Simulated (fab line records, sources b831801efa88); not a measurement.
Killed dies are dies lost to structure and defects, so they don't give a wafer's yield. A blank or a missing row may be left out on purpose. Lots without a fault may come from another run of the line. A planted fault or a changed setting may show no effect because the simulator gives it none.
A struck lot beside a sound one | flow sfq_line | 14 steps out of a route of 325
Sound: wafers L417.2, L417.3, L417.4. Struck: wafer L433.3. (L433.5 of the same lot was not struck and is left out.) The cause comes at the end.
At each step with rows: each side's tool, then ch and its chambers, then its first start. Under that, the readings that differ: sound wafers | struck wafers | difference of the means | sigmas: that difference in standard deviations of wafers without a fault.
alike: readings whose means differ by less than 2 such deviations, and words and numbers that are the same on both sides. not compared: withheld readings, readings that some wafer has no value for, bounds like >300 that may hide the same value, and numbers for which the record gives no deviation and whose values overlap.
The two part at a step that has a row with sigmas, a row that says differs or no value, or rows on one side only. Numbers that don't overlap but have no deviation are shown without sigmas and don't part them. A reading that every wafer of one side lacks parts them only if that side has two wafers or more.

first, 5 steps without rows for these wafers: SFQ_TRILAYER_I4_VIA_LITHO_COAT_103 (resist thk 650 nm); SFQ_TRILAYER_I4_VIA_LITHO_SOFTBAKE_107; SFQ_TRILAYER_I4_VIA_LITHO_EXPOSE_104 (exposes mask I4, target cd 700 nm); SFQ_TRILAYER_I4_VIA_LITHO_PEB_106 (peb time 60 s); SFQ_TRILAYER_I4_VIA_LITHO_DEVELOP_105 (time 60 s).
SFQ_I4_OVL_MEAS_928:
  sound on overlay-02, day 47 21:24; struck on overlay-01, day 55 01:50
  alike: I4_OVL
SFQ_TRILAYER_I4_VIA_BARC_OPEN_VIA_ETCH_146: etches BARC in O2, target depth 125 nm, time 41.7 s.
  sound on rie_diel-02 ch 0,1,2, day 47 21:26; struck on rie_diel-04 ch 0, day 55 01:51
  reading                     | sound       | struck | difference | sigmas
  drypump_motor_current_A (A) | 5.6 6.1 5.8 | 5.0    | -0.8       | -2
  rf_hours_counter_h (h)      | 12 6 14     | 4      | -7         |
  alike: oes_product_au
SFQ_TRILAYER_I4_VIA_ETCH_VIA_ETCH_106: etches SiO2 in CHF3, stops on Nb, target depth 260 nm.
  sound on rie_diel-02 ch 0,1,2, day 47 21:28; struck on rie_diel-04 ch 0, day 55 01:53
  reading                     | sound       | struck | difference | sigmas
  drypump_motor_current_A (A) | 5.5 6.1 5.8 | 5.0    | -0.8       | -2
  alike: oes_product_au
SFQ_TRILAYER_I4_VIA_STRIP_STRIP_107: strips in O2.
  sound on rie_metal-03 ch 0,1, day 47 21:35; struck on rie_metal-03 ch 0, day 55 02:16
  alike: drypump_motor_current_A, oes_product_au
  not compared: rf_hours_counter_h
then, 2 steps without rows for these wafers: SFQ_TRILAYER_I4_VIA_STRIP_SOLV_CLEAN_108 (cleans in NMP, time 600 s); SFQ_TRILAYER_JJ_TRILAYER_DEP_PRE_CLEAN_113 (time 22.5 s).
SFQ_TRILAYER_JJ_TRILAYER_DEP_SPUTTER_109: material Nb, target thk 150 nm, time 100 s.
  sound on pvd_sputter-04, day 47 22:23; struck on pvd_sputter-04, day 55 03:01
  alike: throttle_valve_pct
SFQ_TRILAYER_JJ_TRILAYER_DEP_SPUTTER_110: material Al, target thk 8 nm, time 10 s.
  sound on pvd_sputter-04, day 47 22:28; struck on pvd_sputter-04, day 55 03:05
  reading                                                      | sound            | struck | difference | sigmas
  model.Al_of_TRILAYER_JJ_TRILAYER_DEP_SPUTTER_110.thk_nm (nm) | 8.03 7.943 8.206 | 11.49  | +3.43      |
  alike: throttle_valve_pct
then, 1 step without rows for these wafers: SFQ_TRILAYER_JJ_TRILAYER_DEP_AL_OXIDATION_111 (oxidation time 600 s).

WHERE THEY PART
First at SFQ_TRILAYER_I4_VIA_BARC_OPEN_VIA_ETCH_146; last, within this record, at SFQ_TRILAYER_I4_VIA_ETCH_VIA_ETCH_106. Later steps at which nothing parts them and some readings are alike: SFQ_TRILAYER_I4_VIA_STRIP_STRIP_107, SFQ_TRILAYER_JJ_TRILAYER_DEP_SPUTTER_109, SFQ_TRILAYER_JJ_TRILAYER_DEP_SPUTTER_110.

WHY: what the simulator had put in
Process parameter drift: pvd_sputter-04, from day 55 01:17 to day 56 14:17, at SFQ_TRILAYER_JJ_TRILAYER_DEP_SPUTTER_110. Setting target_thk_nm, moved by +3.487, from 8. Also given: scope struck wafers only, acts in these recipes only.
